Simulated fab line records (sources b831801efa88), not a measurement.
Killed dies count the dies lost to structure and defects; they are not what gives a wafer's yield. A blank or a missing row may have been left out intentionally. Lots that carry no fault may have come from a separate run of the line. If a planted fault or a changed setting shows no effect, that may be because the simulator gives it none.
Matching of chambers | flow sky130 | 4 sister chambers for SKY_VIA3_CMP_24 on cmp-01
The step polishes, stops on SiO2, t overpolish 20 s, target thk 0 nm. 30 wafers are shown with their chamber, then 12 later ones without.

## WAFERS WITH THEIR CHAMBER
wafer  | chamber | motor_current_A (A) | time_to_endpoint_s (s) | overpolish_run_s (s)
L074.2 | 1       | 11.7                | 93                     | 20.011
L074.4 | 3       | 10.3                | 95                     | 19.996
L074.5 | 0       | 10.6                | 99                     | 20.011
L078.1 | 3       | 10.8                | 97                     | 20.001
L078.3 | 1       | 11.2                | 92                     | 19.999
L078.6 | 0       | 10.4                | 100                    | 19.992
L079.3 | 2       | 10.2                | 95                     | 20.006
L079.4 | 3       | 10.5                | 102                    | 19.990
L079.6 | 2       | 10.8                | 103                    | 19.993
L083.4 | 3       | 10.7                | 93                     | 20.012
L083.5 | 3       | 9.9                 | 95                     | 20.008
L083.6 | 2       | 10.3                | 94                     | 20.005
L085.1 | 2       | 11.0                | 93                     | 19.999
L085.3 | 0       | 10.4                | 94                     | 19.992
L085.6 | 1       | 11.7                | 96                     | 20.002
L087.1 | 2       | 10.1                | 95                     | 20.007
L087.2 | 3       | 10.3                | 91                     | 20.004
L087.3 | 1       | 11.6                | 89                     | 20.008
L090.1 | 2       | 10.2                | 102                    | 20.006
L090.3 | 3       | 10.3                | 94                     | 19.997
L090.6 | 2       | 10.5                | 100                    | 19.989
L091.3 | 3       | 10.6                | 97                     | 19.991
L091.5 | 1       | 11.9                | 95                     | 19.987
L091.6 | 0       | 10.3                | 98                     | 20.006
L092.1 | 3       | 10.4                | 95                     | 19.989
L092.2 | 1       | 11.5                | 91                     | 20.006
L092.5 | 3       | 10.4                | 101                    | 20.006
L094.1 | 3       | 10.2                | 97                     | 19.996
L094.4 | 1       | 11.4                | 93                     | 19.994
L094.6 | 0       | 9.8                 | 94                     | 20.003

SIGNATURES (means of the wafers above)
reading            | chamber 0 | chamber 1 | chamber 2 | chamber 3 | scatter within a chamber
motor_current_A    | 10.300    | 11.571    | 10.443    | 10.400    | 0.277
time_to_endpoint_s | 97.00     | 92.71     | 97.43     | 96.09     | 3.23
overpolish_run_s   | 20.00080  | 20.00100  | 20.00071  | 19.99909  | 0.0079
Rule: distance of a wafer from a chamber = root of the sum over the readings of ((wafer's reading minus chamber's mean) / reading's scatter) squared. If the next closest chamber is less than 2 further off than the closest, the wafer can't be placed; otherwise it belongs to the closest. The scatter: take each reading less its chamber's mean, square it, sum over the shown wafers, divide by the number of wafers less the number of chambers, and take the root.

## WAFERS WITHOUT THEIR CHAMBER
wafer  | motor_current_A (A) | time_to_endpoint_s (s) | overpolish_run_s (s)
L095.2 | 10.5                | 97                     | 19.998
L095.3 | 11.5                | 94                     | 19.988
L095.6 | 10.4                | 97                     | 20.008
L095.1 | 10.6                | 91                     | 20.009
L095.4 | 10.0                | 95                     | 19.987
L095.5 | 11.1                | 89                     | 19.998
L096.2 | 9.9                 | 98                     | 19.994
L096.3 | 11.5                | 94                     | 20.000
L096.6 | 10.6                | 91                     | 19.996
L097.1 | 10.5                | 100                    | 20.011
L097.4 | 11.8                | 98                     | 19.996
L097.6 | 10.0                | 92                     | 20.003

## CHAMBER TAKEN BY EACH
wafer  | from the rows above               | in truth
L095.2 | can't be placed: 2 or 3 or 0      | 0
L095.3 | 1                                 | 1
L095.6 | can't be placed: 2 or 0 or 3      | 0
L095.1 | can't be placed: 3 or 2 or 0 or 1 | 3
L095.4 | can't be placed: 3 or 0 or 2      | 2
L095.5 | can't be placed: 1 or 3 or 2 or 0 | 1
L096.2 | can't be placed: 0 or 3 or 2      | 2
L096.3 | 1                                 | 1
L096.6 | can't be placed: 3 or 2 or 0 or 1 | 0
L097.1 | can't be placed: 2 or 0 or 3      | 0
L097.4 | 1                                 | 1
L097.6 | can't be placed: 0 or 3 or 2      | 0
Correct placement for 3 of the 12. Can't be placed from these rows: 9 (the true chamber is among the candidates in 9). Number placed wrongly: 0.
